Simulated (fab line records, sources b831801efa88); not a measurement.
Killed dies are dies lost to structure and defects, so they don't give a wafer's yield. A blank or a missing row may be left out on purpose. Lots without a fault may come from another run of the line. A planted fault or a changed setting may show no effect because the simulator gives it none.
Which tool did it? | flow gf180mcu | 12 lots, 36 wafers sampled, at 1 step of a route of 602

WHAT THE GAUGES READ, wafer by wafer
GF_M4_RS_MEAS_05: measures by four-point-probe.
lot  | measured     | on            | M4_ALCU_RS (ohm/sq)
L075 | day 23 04:02 | film_metro-03 | 0.0699 0.0688 0.0695
L077 | day 23 15:40 | film_metro-03 | 0.0697 0.0705 0.0699
L079 | day 24 17:32 | film_metro-03 | 0.0688 0.0690 0.0704
L081 | day 25 04:35 | film_metro-03 | 0.0712 0.0713 0.0713
L083 | day 25 18:12 | film_metro-03 | 0.0683 0.0686 0.0686
L085 | day 26 17:37 | film_metro-02 | 0.0693 0.0690 0.0691
L087 | day 27 01:36 | film_metro-04 | 0.0683 0.0690 0.0686
L090 | day 28 04:13 | film_metro-02 | 0.0685 0.0688 0.0695
L091 | day 28 14:25 | film_metro-03 | 0.0685 0.0693 0.0689
L093 | day 28 22:21 | film_metro-03 | 0.0682 0.0680 0.0687
L095 | day 29 09:26 | film_metro-03 | 0.0697 0.0705 0.0692
L097 | day 29 20:07 | film_metro-04 | 0.0697 0.0693 0.0692

WHICH TOOL RAN EACH LOT (tool, then ch and the chambers of the sampled wafers, then the start)
The record holds no process step before these readings.

THE ANSWER, worked out from the rows above alone
Rule: what is usual is taken from the lots themselves. Put in order of their means at a reading, lots are off if they are a third of the lots or fewer, leave a main group of 4 or more, and stand apart from it by a gap of 3 or more times the standard deviation of the main group's means; of several such gaps the widest counts. A main group whose means are all the same, to the digits that the tables above print for the reading, isn't used. A lot without any number at a reading at which 4 lots or more have one is off too. The other lots that the step has rows for count as sound.
No lot is off at any reading shown: from this, nothing can be told.

WHAT THE SIMULATOR HAD PUT IN
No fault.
